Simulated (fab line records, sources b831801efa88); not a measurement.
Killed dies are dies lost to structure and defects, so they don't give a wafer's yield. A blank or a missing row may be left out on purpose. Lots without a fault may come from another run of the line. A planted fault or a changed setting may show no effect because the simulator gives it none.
fab line records | flow gf180mcu
record lots=14 wafers=42 last_day=34
route steps=602 shown HV_LDD@210 V3@455 M4@456
lots that met no fault: from a run of the same line without faults
start_h: hours from the record's first day to the start of the lot's first wafer shown | wait_h: hours since the lot's step before | " the same as in the row above | L1.1+2: a row that stands for several wafers | - no value, or no start given | * or withheld: withheld | < > ~ a bound
route shown NAME@n: a module of which the file shows steps, and the number in the route of the first | usual: mean/standard deviation of fault-free wafers | same: alike in all rows | chamber/n: place in a boat | sites: the reading at each site | _std_site: their standard deviation | _edge_site: outer sites' mean less inner sites' | radius_mm: how far each site lies from the wafer's centre | mask NAME#n: copy n | behind: the tool/chamber that last shaped the wafer | hold: why the lot was held/for how many hours/how that ended | device: the transistor (n, p or np) that didn't switch | end of line: the same wafers' tests at the end of the route | a step without rows: its recipe alone | killed: dies lost to structure and defects at the first sort, not the wafer's yield | map: a wafer's dies, x killed, . not, _ none there
set.NAME: the setting as run; set.NAME@STEP: as run at that earlier step | model.NAME: the simulator's own value behind a step, which no gauge read
steps of the route over a sample of lots; a table a step, a row a wafer
services: from which hour (start_h, from the record's first day; less than 0 if before it) a tool's chamber was out of use, for how many hours, and why
## steps
# step GF_HV_LDD_IMPLANT_34
# recipe species=P energy_kev=60 dose_cm2=7.5e+12 tilt_deg=30 rotation_deg=90
# usual dose_ions_cm2=7.499e+12/8.4e+09 faraday_current_uA=42.3/0.87
# columns lot.wafer tool chamber start_h wait_h dose_ions_cm2 faraday_current_uA
L510.1 implanter-01 0 253.78 0.1 7.496e+12 42.6
L510.2 " 0 " " 7.491e+12 42.7
L510.5 " 0 " " 7.488e+12 42.2
L511.1 implanter-03 0 262.47 0.1 7.49e+12 42.0
L511.4 " 0 " " 7.507e+12 42.9
L511.6 " 0 " " 7.509e+12 40.7
L512.1 implanter-01 0 271.35 0.1 7.503e+12 41.5
L512.3 " 0 " " 7.502e+12 42.9
L512.6 " 0 " " 7.489e+12 42.5
L514.2 implanter-04 0 284.65 0.1 7.515e+12 42.6
L514.3 " 0 " " 7.504e+12 40.9
L514.5 " 0 " " 7.51e+12 41.9
L515.1 implanter-04 0 292.25 0.1 8.225e+12 46.7
L515.3 " 0 " " 8.232e+12 46.2
L515.6 " 0 " " 8.234e+12 47.9
L516.1 implanter-04 0 305.60 0.1 8.234e+12 44.9
L516.2 " 0 " " 8.231e+12 46.4
L516.3 " 0 " " 8.23e+12 46.2
L524.1 implanter-01 0 368.02 0.1 7.482e+12 42.9
L524.4 " 0 " " 7.504e+12 43.0
L524.6 " 0 " " 7.491e+12 41.3
L525.4 implanter-01 0 373.22 0.1 7.503e+12 42.6
L525.5 " 0 " " 7.5e+12 42.4
L525.6 " 0 " " 7.505e+12 42.8
L528.2 implanter-04 0 393.30 0.1 7.499e+12 41.9
L528.5 " 0 " " 7.502e+12 40.7
L528.6 " 0 " " 7.495e+12 42.1
L529.1 implanter-04 0 404.93 0.1 7.486e+12 42.3
L529.5 " 0 " " 7.499e+12 41.7
L529.6 " 0 " " 7.494e+12 43.5
L530.2 implanter-01 0 419.74 0.1 7.514e+12 43.6
L530.3 " 0 " " 7.505e+12 42.6
L530.5 " 0 " " 7.51e+12 41.8
L531.1 implanter-03 0 420.02 0.1 7.502e+12 41.9
L531.2 " 0 " " 7.498e+12 42.1
L531.6 " 0 " " 7.49e+12 40.6
L532.3 implanter-03 0 430.08 0.1 7.493e+12 42.5
L532.4 " 0 " " 7.492e+12 44.1
L532.5 " 0 " " 7.503e+12 42.6
L533.2 implanter-04 0 436.77 0.1 7.49e+12 41.4
L533.4 " 0 " " 7.491e+12 42.2
L533.6 " 0 " " 7.494e+12 42.9
# step GF_V3_CMP_26
# recipe stop_on=SiO2 down_force_psi=3.5 platen_rpm=60 t_overpolish_s=15 target_thk_nm=0 pad_velocity_m_s=0.94248
# usual motor_current_A=11.3/0.85 overpolish_run_s=15.000/0.0093 platen_rpm=60.00/0.035 time_to_endpoint_s=84/5.5
# same t_overpolish_s=15
# columns lot.wafer tool chamber start_h wait_h motor_current_A overpolish_run_s platen_rpm time_to_endpoint_s
L510.2 cmp-01 1 518.48 0.0 11.6 15.005 60.02 89
L510.1 " 0 " " 13.0 15.010 60.05 96
L510.5 " 2 " " 11.8 15.015 60.03 79
L511.4 cmp-02 2 524.34 0.1 9.5 15.002 60.03 76
L511.1 " 3 " " 12.0 15.006 59.98 81
L511.6 " 0 " " 10.2 14.990 60.00 85
L512.1 cmp-01 1 536.06 0.1 10.8 14.995 60.04 83
L512.3 " 2 " " 11.5 15.003 59.98 77
L512.6 " 1 " " 11.6 15.006 60.02 88
L514.2 cmp-01 2 551.64 0.0 11.2 14.987 59.94 75
L514.3 " 0 " " 11.6 15.013 59.95 91
L514.5 " 3 " " 11.7 15.009 60.03 84
L515.1 cmp-02 1 559.92 0.1 10.5 14.991 60.09 82
L515.3 " 2 " " 9.1 15.004 59.97 82
L515.6 " 1 " " 10.3 15.000 60.04 79
L516.1 cmp-02 3 575.08 0.1 11.3 14.996 59.95 80
L516.2 " 0 " " 10.4 14.990 59.99 84
L516.3 " 1 " " 10.4 15.009 60.05 81
L524.1 cmp-01 1 636.43 0.1 11.8 14.997 59.99 85
L524.4 " 2 " " 11.8 15.014 60.05 77
L524.6 " 2 " " 11.1 14.989 60.00 76
L525.4 cmp-01 3 640.71 0.2 11.7 15.009 60.06 85
L525.6 " 0 " " 11.8 15.000 59.98 90
L525.5 " 1 " " 11.9 14.998 60.01 83
L528.2 cmp-02 1 656.88 0.1 10.6 14.993 59.96 77
L528.5 " 3 " " 12.1 15.015 59.98 82
L528.6 " 0 " " 10.4 15.016 59.99 84
L529.1 cmp-02 0 666.53 0.2 10.1 14.997 59.96 87
L529.6 " 1 " " 10.5 15.008 60.11 79
L529.5 " 2 " " 9.3 15.002 59.95 85
L530.3 cmp-02 3 679.15 0.0 11.9 15.003 60.01 80
L530.2 " 0 " " 10.2 15.003 60.03 84
L530.5 " 0 " " 10.6 14.993 60.01 85
L531.1 cmp-01 2 680.06 0.1 11.0 15.009 60.07 78
L531.2 " 3 " " 10.7 14.997 59.98 87
L531.6 " 1 " " 11.9 14.986 60.03 86
L532.3 cmp-01 3 688.30 0.0 11.2 15.013 59.95 85
L532.4 " 1 " " 11.6 15.000 60.03 89
L532.5 " 0 " " 12.1 15.008 60.02 88
L533.4 cmp-01 2 693.72 0.0 11.2 14.986 60.06 79
L533.2 " 1 " " 12.2 15.012 59.97 86
L533.6 " 3 " " 11.8 14.997 60.06 85
# step GF_M4_SPUTTER_00
# recipe material=Ti target_thk_nm=37.5 arriving_ion_energy_ev=80 substrate_temp_c=200 chamber_pressure_pa=2 power_w=4000 time_s=150
# usual throttle_valve_pct=29.9/1.1
# columns lot.wafer tool chamber start_h wait_h throttle_valve_pct
L510.1 pvd_sputter-02 - 518.78 0.1 30.7
L510.2 " - " " 29.0
L510.5 " - " " 30.4
L511.1 pvd_sputter-03 - 524.54 0.1 31.4
L511.4 " - " " 29.9
L511.6 " - " " 31.7
L512.1 pvd_sputter-03 - 536.36 0.2 27.9
L512.3 " - " " 30.0
L512.6 " - " " 27.8
L514.2 pvd_sputter-02 - 551.94 0.2 29.0
L514.3 " - " " 29.1
L514.5 " - " " 30.6
L515.1 pvd_sputter-01 - 560.17 0.2 28.9
L515.3 " - " " 29.0
L515.6 " - " " 29.0
L516.1 pvd_sputter-02 - 575.38 0.2 30.7
L516.2 " - " " 29.1
L516.3 " - " " 28.9
L524.1 pvd_sputter-02 - 636.73 0.2 29.1
L524.4 " - " " 30.0
L524.6 " - " " 30.1
L525.4 pvd_sputter-03 - 640.86 0.1 30.2
L525.5 " - " " 29.7
L525.6 " - " " 28.0
L528.2 pvd_sputter-02 - 657.08 0.1 29.2
L528.5 " - " " 30.8
L528.6 " - " " 29.0
L529.1 pvd_sputter-03 - 666.68 0.1 31.6
L529.5 " - " " 31.8
L529.6 " - " " 30.4
L530.2 pvd_sputter-02 - 679.45 0.2 29.2
L530.3 " - " " 30.3
L530.5 " - " " 30.4
L531.1 pvd_sputter-01 - 680.26 0.1 30.5
L531.2 " - " " 29.1
L531.6 " - " " 30.5
L532.3 pvd_sputter-01 - 688.60 0.2 31.6
L532.4 " - " " 30.7
L532.5 " - " " 31.5
L533.2 pvd_sputter-03 - 694.02 0.1 28.3
L533.4 " - " " 30.0
L533.6 " - " " 29.9
# step GF_M4_SPUTTER_02
# recipe material=AlCu target_thk_nm=450 power_w=10600 time_s=23.9 chamber_pressure_pa=0.4
# usual throttle_valve_pct=29.8/1.1
# columns lot.wafer tool chamber start_h wait_h throttle_valve_pct
L510.1 pvd_sputter-02 - 518.91 0.0 30.5
L510.2 " - " " 29.0
L510.5 " - " " 30.6
L511.1 pvd_sputter-03 - 524.67 0.0 31.3
L511.4 " - " " 29.9
L511.6 " - " " 31.7
L512.1 pvd_sputter-03 - 536.49 0.0 28.0
L512.3 " - " " 29.7
L512.6 " - " " 27.9
L514.2 pvd_sputter-02 - 552.07 0.0 28.7
L514.3 " - " " 29.1
L514.5 " - " " 30.7
L515.1 pvd_sputter-01 - 560.30 0.0 29.1
L515.3 " - " " 28.8
L515.6 " - " " 29.2
L516.1 pvd_sputter-02 - 575.51 0.0 30.6
L516.2 " - " " 29.0
L516.3 " - " " 29.0
L524.1 pvd_sputter-02 - 636.86 0.0 29.2
L524.4 " - " " 29.9
L524.6 " - " " 30.0
L525.4 pvd_sputter-03 - 640.99 0.0 30.3
L525.5 " - " " 29.9
L525.6 " - " " 27.9
L528.2 pvd_sputter-02 - 657.21 0.0 28.8
L528.5 " - " " 30.6
L528.6 " - " " 29.1
L529.1 pvd_sputter-03 - 666.81 0.0 31.8
L529.5 " - " " 31.4
L529.6 " - " " 30.3
L530.2 pvd_sputter-02 - 679.58 0.0 28.9
L530.3 " - " " 30.7
L530.5 " - " " 30.6
L531.1 pvd_sputter-01 - 680.39 0.0 30.4
L531.2 " - " " 29.1
L531.6 " - " " 30.7
L532.3 pvd_sputter-01 - 688.73 0.0 31.5
L532.4 " - " " 30.6
L532.5 " - " " 31.4
L533.2 pvd_sputter-03 - 694.16 0.0 27.8
L533.4 " - " " 29.9
L533.6 " - " " 29.7
## services
# columns tool chamber start_h hours kind
cmp-01 - 232.27 4.0 pm
cmp-02 - 235.03 5.5 repair
cmp-01 - 244.71 0.9 repair
cmp-02 - 254.57 1.3 repair
implanter-04 - 294.72 3.9 repair
implanter-04 - 313.41 3.2 repair
pvd_sputter-01 - 316.70 1.0 repair
cmp-02 - 319.00 5.5 pm
implanter-04 - 322.18 0.6 repair
implanter-04 - 342.05 1.7 repair
cmp-01 - 380.60 2.5 repair
cmp-02 - 404.17 4.0 pm
cmp-02 - 414.50 1.0 repair
pvd_sputter-03 - 427.30 15.2 repair
implanter-04 - 447.27 1.1 repair
cmp-01 - 454.07 0.5 repair
cmp-01 - 458.85 9.3 pm
implanter-04 - 463.89 4.4 pm
cmp-01 - 517.84 0.3 repair
cmp-01 - 572.35 4.0 pm
cmp-01 - 596.21 4.3 pm
cmp-01 - 625.59 2.6 repair
pvd_sputter-03 - 643.64 2.2 repair
pvd_sputter-03 - 650.22 0.6 repair
## key
first_sign step=GF_HV_LDD_IMPLANT_34 reading=dose_ions_cm2 direction=up sigmas=87 usual=7.499e+12 struck=8.231e+12
effect step=GF_HV_LDD_IMPLANT_34 reading=faraday_current_uA direction=up sigmas=4.7 usual=42.3 struck=46.4
met_at GF_HV_LDD_IMPLANT_34
struck_lots L515,L516
tester_left_out L515,L516
not_acting_at GF_V3_CMP_26,GF_M4_SPUTTER_00,GF_M4_SPUTTER_02
onset_between 284.65 292.25
fault kind=process_parameter_drift tool=implanter-04 chamber=- onset_h=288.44 steps=GF_HV_LDD_IMPLANT_34 channel=dose_cm2 offset=7.3526e+11 shape=step end_h=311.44 acts_in=these_recipes_only stated=7.5e+12
# tester_left_out: of these lots the tester's yield and bins aren't shown, on N5 and GAA mostly nor the transistor test; their killed dies are dies lost to structure and defects alone, not to doping, threshold or leakage, so they don't give the yield
